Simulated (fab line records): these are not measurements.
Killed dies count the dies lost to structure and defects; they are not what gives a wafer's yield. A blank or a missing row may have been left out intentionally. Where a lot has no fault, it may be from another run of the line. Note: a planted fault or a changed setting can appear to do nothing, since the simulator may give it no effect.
A struck lot beside a sound one ; flow sky130 ; 36 out of 708 route steps
Sound: wafers L314.2, L314.3, L314.6. Wafers L331.4, L331.5, L331.6 were the ones struck. The cause is given at the end.
Each step with rows lists, per side, the tool, then ch with its chambers, then its first start. Under that, the readings that differ: sound wafers ; struck wafers ; difference of the means ; sigmas: that difference in standard deviations of wafers without a fault.
alike: words and numbers the same on both sides, and readings whose means are apart by under 2 such deviations; not compared: readings that were withheld, readings missing a value for some wafer, numbers with overlapping values and no deviation given by the record, and bounds like >300 which may hide the same value.
A row with sigmas, a row that says differs or no value, or rows on one side alone: a step with any of these is where the two part. When numbers do not overlap yet have no deviation, they are printed without sigmas and do not part them. A reading missing from all wafers of one side parts the sides only when that side holds two or more wafers.

first, 10 steps without rows for these wafers: SKY_GATE_OXIDE_COAT_05 (resist thk 1140 nm); SKY_GATE_OXIDE_SOFTBAKE_06 (time 60 s); SKY_GATE_OXIDE_EXPOSE_07 (exposes mask LVOM, target cd 600 nm); SKY_GATE_OXIDE_PEB_08; SKY_GATE_OXIDE_DEVELOP_09 (develop time 60 s); SKY_GATE_OXIDE_IMPLANT_11; SKY_GATE_OXIDE_WET_ETCH_12 (etches SiO2 in dHF, target depth 16.8 nm, time 336 s); SKY_GATE_OXIDE_STRIP_13 (strips in O2/N2); SKY_GATE_OXIDE_CLEAN_15 (cleans in SC1/SC2, time 150 s); SKY_GATE_OXIDE_OXIDATION_16 (stabilise 600 s, purge 300 s, target thk 3.57 nm).
SKY_POLY_GATE_CVD_00: deposits poly-Si, target thk 180 nm, time 720 s.
  sound on lpcvd-01 ch 0, day 15 00:26; struck on lpcvd-01 ch 0, day 20 14:51
reading;sound;struck;difference;sigmas
pressure mtorr (mTorr);200.6 200.5 200.3;99.3 99.6 99.8;-100.9;-99 or more
model.poly-Si_of_POLY_GATE_CVD_00.thk nm (nm);178.9 178.3 179;129.8 132.1 132.9;-47.1;
  alike: zone power lower pct
SKY_POLY_GATE_THK_MEAS_01:
  struck on film metro-02, day 20 16:41; sound on film metro-03, day 15 01:38
reading;sound;struck;difference;sigmas
POLY_GATE_CVD_00_THK (nm);178.9 178.4 179.2;129.7 132.1 133.0;-47.2;-25
then, 9 steps without rows for these wafers: SKY_RES_PROTECT_DEHYDRATE_00 (time 60 s); SKY_RES_PROTECT_HMDS_01 (prime time 60 s); SKY_RES_PROTECT_COAT_02 (resist thk 1140 nm); SKY_RES_PROTECT_SOFTBAKE_03 (time 60 s); SKY_RES_PROTECT_EXPOSE_04 (exposes mask RPM, target cd 1270 nm); SKY_RES_PROTECT_PEB_05; SKY_RES_PROTECT_DEVELOP_06 (develop time 60 s); SKY_POLY_GATE_IMPLANT_02; SKY_RES_PROTECT_STRIP_07 (strips in O2/N2).
SKY_RES_PROTECT_CLEAN_09: cleans in SC1/SC2, time 150 s.
  sound on wet bench-03 ch 3, day 16 04:21; struck on wet bench-02 ch 0, day 21 21:52
reading;sound;struck;difference;sigmas
model.poly-Si_of_POLY_GATE_CVD_00.thk nm (nm);178.2 177.7 178.3;129.1 131.5 132.3;-47.1;
then, 11 steps without rows for these wafers: SKY_POLY_GATE_CVD_03 (deposits Si3N4 from DCS/NH3, target thk 75 nm, time 1290 s); SKY_POLY_GATE_DEHYDRATE_05 (time 60 s); SKY_POLY_GATE_HMDS_06 (prime time 60 s); SKY_POLY_GATE_COAT_07 (resist thk 110 nm); SKY_POLY_GATE_COAT_08 (resist thk 450 nm); SKY_POLY_GATE_SOFTBAKE_09 (time 90 s); SKY_POLY_GATE_EXPOSE_10 (exposes mask P1M, target cd 150 nm); SKY_POLY_GATE_PEB_11; SKY_POLY_GATE_DEVELOP_12 (develop time 60 s); SKY_POLY_GATE_ETCH_15 (etches BARC in N2/H2, stops on SiO2, time 118.5 s, target depth 110 nm); SKY_POLY_GATE_ETCH_16 (etches Si3N4 in CH3F/O2, stops on poly-Si, time 147.5 s, target depth 75 nm).
SKY_POLY_GATE_ETCH_17: etches poly-Si in HBr/Cl2, stops on SiO2, target depth 180 nm, time 70.5 s.
  sound on rie si-01 ch 1,2, day 17 12:10; struck on rie si-02 ch 0,1,3, day 23 07:35
reading;sound;struck;difference;sigmas
oes product au (a.u.);0.987 0.977 0.982;0.794 0.809 0.811;-0.177;-24
model.etch.depth nm (nm);178.2 177.7 178.3;129.1 131.5 132.3;-47.1;
model.POLY_GATE.feature depth nm (nm);178.2 177.7 178.3;129.1 131.5 132.3;-47.1;
  alike: drypump motor current A, throttle valve pct
  not compared: rf hours counter h
then, 1 step without rows for these wafers: SKY_POLY_GATE_STRIP_18 (strips in O2/N2).
-- a jump in the record: the struck wafers' starts before and after are 28 days apart (it breaks off in module POLY_GATE and resumes in module PAD_OPEN, where the first step shown is number 708 of the route) --
SKY_PAD_OPEN_PROBE_99:
  struck on prober-02, day 50 22:13; sound on prober-02, day 46 23:14
reading;sound;struck;difference;sigmas
model.etest.res xhigh po.line ohm um;5816 5543 5763;5271 5277 5207;-456;
model.etest.res high po.line ohm um;752.7 735.6 743.4;940.2 914.3 911.3;+178.0;
model.etest.res xhigh po.rs ohm sq;2031 1936 1996;1818 1832 1840;-158;
model.etest.res poly.line ohm um;524.8 508.9 542.6;681.5 667.3 653.2;+141.9;
model.etest.tip sonos.rs ohm sq;2689 2668 2715;2535 2540 2590;-136;
model.etest.res high po.rs ohm sq;262.1 257.8 259.8;326.9 322 317.6;+62.3;
model.etest.licon high po.rc ohm;332.4 349 336.9;321.8 312.3 311.2;-24.3;
  alike: killed_at_M0_to_M3, killed_at_M4_up, killed at contacts, killed at front end, killed at other, killed dies, killed open, killed short
  not compared: model.etest.res pwde under gate.rs ohm sq

== WHERE THEY PART ==
Last at SKY_POLY_GATE_ETCH_17 as far as this record goes, first at SKY_POLY_GATE_CVD_00. Later steps at which nothing parts them and some readings are alike: SKY_PAD_OPEN_PROBE_99.

WHY: what the simulator had put in
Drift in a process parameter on lpcvd-01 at SKY_POLY_GATE_CVD_00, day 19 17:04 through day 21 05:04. A move of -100 in setting pressure mtorr, from 200.
